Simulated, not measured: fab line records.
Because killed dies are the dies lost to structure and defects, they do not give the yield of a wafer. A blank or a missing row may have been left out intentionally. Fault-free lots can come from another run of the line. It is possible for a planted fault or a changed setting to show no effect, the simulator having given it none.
Chamber matching + flow sky130 + pecvd-02 running SKY_CONTACT_CVD_00: 3 sister chambers
The step deposits Si3N4, target thk 75 nm. 6 wafers are shown with their chamber, then 9 later ones without.

WAFERS PAIRED WITH THEIR CHAMBERS
| wafer  | chamber | heater power w (W) | rf fwd power W (W) |
|--------|---------|--------------------|--------------------|
| L077.4 | 0       | 771                | 447.1              |
| L081.5 | 1       | 657                | 442.8              |
| L087.5 | 1       | 621                | 442.4              |
| L089.2 | 2       | 555                | 446.6              |
| L089.3 | 0       | 675                | 444.4              |
| L089.4 | 2       | 552                | 446.0              |

WAFERS MISSING THEIR CHAMBER
| wafer  | heater power w (W) | rf fwd power W (W) |
|--------|--------------------|--------------------|
| L090.3 | 743                | 444.3              |
| L090.5 | 654                | 447.7              |
| L090.6 | 748                | 442.1              |
| L093.2 | 745                | 447.4              |
| L093.3 | 713                | 445.8              |
| L093.5 | 597                | 441.9              |
| L096.3 | 698                | 445.1              |
| L096.4 | 714                | 446.8              |
| L096.5 | 597                | 445.4              |

WHICH CHAMBER EACH WENT THROUGH
| wafer  | from the rows above          | in truth                   |
|--------|------------------------------|----------------------------|
| L090.3 | can't be placed: 0 or 1      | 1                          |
| L090.5 | can't be placed: 0 or 2      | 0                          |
| L090.6 | can't be placed: 1 or 0      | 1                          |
| L093.2 | 0                            | 0                          |
| L093.3 | 0                            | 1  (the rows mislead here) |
| L093.5 | 1                            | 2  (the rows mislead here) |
| L096.3 | can't be placed: 0 or 1      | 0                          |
| L096.4 | 0                            | 0                          |
| L096.5 | can't be placed: 2 or 1 or 0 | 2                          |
Correct placement for 2 of the 9. Cannot be placed on the basis of these rows: 5; the candidates contain the true chamber in 5. Wrongly placed: 2.
How it was worked out, from the rows above alone: a wafer's distance from a chamber is the root of the sum, over the readings, of the square of ((its reading less the chamber's mean) divided by the reading's scatter). If the next closest chamber is less than 2 further off than the closest, the wafer can't be placed; otherwise it belongs to the closest. Each chamber's mean is taken over the wafers shown for it. The scatter: take each reading less its chamber's mean, square it, sum over the shown wafers, divide by the number of wafers less the number of chambers, and take the root.
